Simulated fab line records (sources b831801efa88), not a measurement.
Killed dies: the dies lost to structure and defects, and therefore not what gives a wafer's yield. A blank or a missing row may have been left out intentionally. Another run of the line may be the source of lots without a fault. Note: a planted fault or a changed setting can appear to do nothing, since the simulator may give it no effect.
One fault seen from 2 desks :: flow sky130 :: numbers are kept per desk, each desk with only its own; the story behind them comes last

AT THE TOOL OWNER'S DESK: hdpcvd-01
The tool's own readings at SKY_VIA3_HDPCVD_00 (deposits SiO2, target thk 1635 nm, time 272.5 s): means of the sampled wafers that have a number, for each lot that ran on this tool. Any lot whose mean is over 4 standard deviations away from the usual mean is out of limits and marked OUT; that distance is given in the brackets.
Columns: A = sih4 flow sccm at SKY_VIA3_HDPCVD_00, usual 60.01 sccm
lot: L772
first seen here: day 38 16:59
A: 60.01

lot: L777
first seen here: day 40 12:38
A: 60.10

lot: L782
first seen here: day 41 19:23
A: 60.12

lot: L784
first seen here: day 42 12:15
A: 60.08

lot: L788
first seen here: day 43 08:26
A: 71.88 (+70) OUT

lot: L789
first seen here: day 43 14:28
A: 72.17 (+72) OUT
Finding of this desk: L788, L789 out of limits; the first was L788 at day 43 08:26, on sih4 flow sccm at SKY_VIA3_HDPCVD_00. In limits: L772, L777, L782, L784.

METROLOGY DESK
Means of the sampled wafers that have a number, per lot and without regard to the tool the lot ran on: this is what the gauges read. Any lot whose mean is over 4 standard deviations away from the usual mean is out of limits and marked OUT; that distance is given in the brackets.
Columns: A = CAPM_OVL at SKY_CAPM_OVL_MEAS_12, usual -0.2 nm; B = VIA3_HDPCVD_THK at SKY_VIA3_THK_MEAS_01, usual 1644 nm
lot: L772
first seen here: day 37 13:02
A: 1.1
B: 1631

lot: L774
first seen here: day 38 05:32
A: -0.6
B: 1651

lot: L777
first seen here: day 39 10:11
A: -0.4
B: 1615

lot: L779
first seen here: day 40 07:47
A: 2.9
B: 1650

lot: L782
first seen here: day 40 18:12
A: -2.6
B: 1615

lot: L784
first seen here: day 41 11:12
A: 0.8
B: 1642

lot: L788
first seen here: day 42 07:46
A: -0.6
B: 1953 (+13) OUT

lot: L789
first seen here: day 42 13:17
A: 2.0
B: 1968 (+14) OUT

lot: L790
first seen here: day 42 22:29
A: -0.9
B: 1656

lot: L791
first seen here: day 43 04:32
A: 1.4
B: 1639

lot: L795
first seen here: day 44 03:09
A: -0.7
B: 1636
This desk finds L788, L789 out of limits, with the earliest case on L788 at day 43 08:37 (VIA3_HDPCVD_THK at SKY_VIA3_THK_MEAS_01). In limits: L772, L774, L777, L779, L782, L784, L790, L791, L795.

BROUGHT TOGETHER
The tool owner's desk could have raised an alarm at day 43 08:26, on L788, L789.
Metrology desk: alarm possible at day 43 08:37 on L788, L789.
Of the lots named, all ran SKY_VIA3_HDPCVD_00 on hdpcvd-01.

WHAT THE SIMULATOR HAD PUT IN
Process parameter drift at SKY_VIA3_HDPCVD_00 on hdpcvd-01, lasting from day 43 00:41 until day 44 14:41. Setting sih4 flow sccm shifted by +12 from 60. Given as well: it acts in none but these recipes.
Struck lots among those shown: L788, L789.
Delay (hours) between the fault's onset and each desk's first out-of-limits reading: 8 at the tool owner's desk, 8 at the metrology desk.
